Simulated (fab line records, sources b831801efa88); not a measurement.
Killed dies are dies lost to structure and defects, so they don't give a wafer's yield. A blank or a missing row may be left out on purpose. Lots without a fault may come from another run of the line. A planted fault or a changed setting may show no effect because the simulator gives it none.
One fault seen from 2 desks | flow gf180mcu | each desk has only its own numbers; what lay behind them comes last

THE METROLOGY DESK
What the gauges read, lot by lot, whatever tool the lot ran on: means of the sampled wafers that have a number. A lot is out of limits, marked OUT, if its mean lies more than 4 standard deviations from the usual mean; the brackets give that distance.
Columns: A = V2_W_RS at GF_V2_RS_MEAS_24, usual 0.328 ohm/sq; B = V3_W_RS at GF_V3_RS_MEAS_24, usual 0.326 ohm/sq; C = V3_W_THK at GF_V3_THK_MEAS_25, usual 337 nm
lot  | first seen here | A     | B                | C
L591 | day 20 05:37    | 0.332 | 0.330            | 336
L595 | day 21 23:35    | 0.324 | 0.326            | 340
L600 | day 23 11:15    | 0.328 | 0.331            | 333
L601 | day 24 04:48    | 0.324 | 0.329            | 335
L603 | day 24 11:30    | 0.328 | 0.298 (-9.0) OUT | 370 (+9.3) OUT
L605 | day 25 09:39    | 0.328 | 0.309 (-5.4) OUT | 356 (+5.4) OUT
L607 | day 26 05:44    | 0.332 | 0.312 (-4.6) OUT | 353 (+4.5) OUT
L610 | day 27 05:31    | 0.331 | 0.324            | 338
L613 | day 27 22:31    | 0.323 | 0.327            | 334
L614 | day 28 02:30    | 0.325 | 0.322            | 339
This desk's finding: out of limits on L603, L605, L607; first on L603, day 26 10:00 (V3_W_RS at GF_V3_RS_MEAS_24). In limits: L591, L595, L600, L601, L610, L613, L614.

THE TOOL OWNER'S DESK: cvd_w-02
The tool's own readings at GF_V3_CVD_23 (deposits W, target thk 350 nm, time 104.9 s): means of the sampled wafers that have a number, for each lot that ran on this tool. A lot is out of limits, marked OUT, if its mean lies more than 4 standard deviations from the usual mean; the brackets give that distance.
Columns: A = heater_power_w at GF_V3_CVD_23, usual 840 W; B = susceptor_temp_C at GF_V3_CVD_23, usual 399.97 C
lot  | first seen here | A   | B
L595 | day 23 23:34    | 905 | 400.00
L601 | day 26 02:30    | 862 | 399.76
L603 | day 26 09:53    | 809 | 405.50 (+26) OUT
L605 | day 27 06:49    | 861 | 402.84 (+14) OUT
L607 | day 28 01:29    | 871 | 402.47 (+12) OUT
This desk's finding: out of limits on L603, L605, L607; first on L603, day 26 09:53 (susceptor_temp_C at GF_V3_CVD_23). In limits: L595, L601.

PUT TOGETHER
The tool owner's desk could have raised an alarm at day 26 09:53, on L603, L605, L607.
The metrology desk could have raised an alarm at day 26 10:00, on L603, L605, L607.
Of the lots named, all ran GF_V3_CVD_23 on cvd_w-02.

WHAT THE SIMULATOR HAD PUT IN
Process parameter drift: cvd_w-02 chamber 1, from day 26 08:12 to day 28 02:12, at GF_V3_CVD_23. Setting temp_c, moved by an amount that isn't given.
Lots struck among those shown: L603, L605, L607.
Hours from the fault's start to each desk's first reading out of limits: the tool owner's desk, 2; the metrology desk, 2.
